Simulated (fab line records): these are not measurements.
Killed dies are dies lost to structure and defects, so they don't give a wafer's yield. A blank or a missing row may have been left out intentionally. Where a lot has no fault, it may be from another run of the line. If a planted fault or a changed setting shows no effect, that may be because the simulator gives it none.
One fault seen from 2 desks / flow gf180mcu / numbers are kept per desk, each desk with only its own; the story behind them comes last

== AT THE TOOL OWNER'S DESK: lithoTrack-04 ==
The tool's own readings at GF_M3_PEB_12 (peb time 90 s): means of the sampled wafers that have a number, for each lot that ran on this tool. If a lot's mean is further than 4 standard deviations from the usual mean, the lot is out of limits and carries the mark OUT (the distance appears in the brackets).
Columns: A = heaterPowerTotalW at GF_M3_PEB_12, usual 85.70 W
lot=L286; first seen here=day 23 02:26; A=85.70
lot=L289; first seen here=day 24 09:14; A=85.70
lot=L294; first seen here=day 25 17:30; A=85.69
lot=L296; first seen here=day 26 08:59; A=87.26 (+20) OUT
lot=L297; first seen here=day 26 22:05; A=88.89 (+40) OUT
This desk's finding: out of limits on L296, L297; first on L296, day 26 08:59 (heaterPowerTotalW at GF_M3_PEB_12). L286, L289, L294 stayed within limits.

== THE METROLOGY DESK ==
What the gauges read for every lot (on any tool): the sampled wafers with a number, averaged. If a lot's mean is further than 4 standard deviations from the usual mean, the lot is out of limits and carries the mark OUT (the distance appears in the brackets).
Columns: A = M2_OVL at GF_M2_OVL_MEAS_15, usual -1 nm; B = cdNm at GF_M3_CD_MEAS_14, usual 279.7 nm
lot=L285; first seen here=day 20 13:56; A=2; B=280.5
lot=L286; first seen here=day 21 00:53; A=4; B=278.9
lot=L288; first seen here=day 22 01:40; A=-2; B=278.0
lot=L289; first seen here=day 22 07:52; A=-6; B=280.4
lot=L294; first seen here=day 23 18:27; A=-8; B=280.3
lot=L296; first seen here=day 24 10:22; A=-2; B=281.1
lot=L297; first seen here=day 25 00:14; A=1; B=281.9
lot=L299; first seen here=day 25 14:05; A=-1; B=278.5
lot=L300; first seen here=day 25 22:50; A=3; B=278.8
lot=L301; first seen here=day 26 04:02; A=4; B=281.2
lot=L303; first seen here=day 26 19:26; A=-9; B=281.7
lot=L304; first seen here=day 27 06:26; A=-3; B=279.7
This desk found nothing out of limits on any of the 12 lots.

== BROUGHT TOGETHER ==
At day 26 08:59, on L296, L297, the tool owner's desk was in a position to raise an alarm.
Metrology desk: nothing out of limits seen.
The metrology desk holds a record of L296, L297, inside its limits.
GF_M3_PEB_12 was run on lithoTrack-04 by each of the lots named.

== WHAT THE SIMULATOR PUT IN ==
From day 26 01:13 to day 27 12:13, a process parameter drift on lithoTrack-04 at GF_M3_PEB_12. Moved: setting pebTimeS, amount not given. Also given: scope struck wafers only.
Shown lots that were struck: L296, L297.
How many hours passed from the start of the fault until each desk's first out-of-limits reading: the tool owner's desk, 8.
